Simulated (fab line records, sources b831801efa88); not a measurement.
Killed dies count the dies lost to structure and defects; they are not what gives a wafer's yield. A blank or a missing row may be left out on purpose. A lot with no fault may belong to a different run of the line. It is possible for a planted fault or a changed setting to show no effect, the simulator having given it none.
Problem report, 8D (eight disciplines) form, completed by code | flow gf180mcu | the parts of the form that need people (team, actions taken, sign-off) are left out

## 1. PROBLEM STATEMENT
At GF_STI_DEVELOP_11, developerTempC averages 21.79 C over 6 wafers from 2 lots, while fault-free wafers read 21.00 C, standard deviation 0.12. Measured from the usual mean, that is +6.6 standard deviations.
The step: develop time 60 s.
The first sign was on wafer L723.1 at day 4 05:17, on lithoTrack-02. The record holds 42 wafers of 14 lots with a number at this step. Rule for "out" (also "out of limits"): further than 4 standard deviations from the usual mean. The other wafers with a number count as sound.

## 2. WHAT IT IS AND WHAT IT IS NOT
question                    | is                     | is not
which readings at this step | developerTempC         | -
which lots                  | L723, L724             | L713, L714, L715, L719, L720, L726, L730, L731, L732, L733, L734, L736
which wafers of those lots  | all that have a number | -
read on which tools         | lithoTrack-02          | lithoTrack-03, lithoTrack-04
when                        | from day 4 05:17       | up to then (15 sound wafers); but 21 sound wafers of L726, L730, L731, L732, L733, L734, L736 came after

## 3. THE SUSPECTS, EACH WITH WHAT RULES IT OUT
Counting: any tool at a process step up to the reading is kept as a suspect provided that every lot that is out went through it and no sound lot did after the first of them.
- lithoTrack-02 at GF_STI_DEVELOP_11 (develop time 60 s): kept. It ran every lot that is out, first L723 (day 4 05:17), and no sound lot after that; its last sound lot up to then is L720 (day 3 12:44). On those wafers its own readings are out: developerTempC.
After counting, what remains is lithoTrack-02 at GF_STI_DEVELOP_11.

## 4. THE CAUSE (what the simulator had put in)
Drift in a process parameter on lithoTrack-02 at GF_STI_DEVELOP_11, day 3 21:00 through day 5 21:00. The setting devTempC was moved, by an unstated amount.
The count eliminated every tool but this one.

## 5. SEQUENCE OF EFFECTS, ordered by route
Each row: a reading where the mean over the struck wafers with a number is more than 3 standard deviations away from the usual. Scope: only readings with a usual standard deviation given in the record; hours: median across lots of the time from each lot's start at the first step in this table that gives one to its start at this step; sigmas: change in usual standard deviations.
hours | step              | reading        | usual   | on struck wafers | change | sigmas
0     | GF_STI_DEVELOP_11 | developerTempC | 21.00 C | 21.79            | +0.79  | +6.6
Here are the process steps it includes:
- GF_STI_DEVELOP_11: develop time 60 s.
At these later measuring or inspecting steps, every struck wafer for which the step has a row has a number for every such reading, and none has moved that far: GF_V3_CD_MEAS_14.

## 6. HOW IT WOULD HAVE BEEN CAUGHT EARLIER
First out-of-limits reading in this record: day 4 05:17, which is 8 hours after fault onset at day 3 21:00.
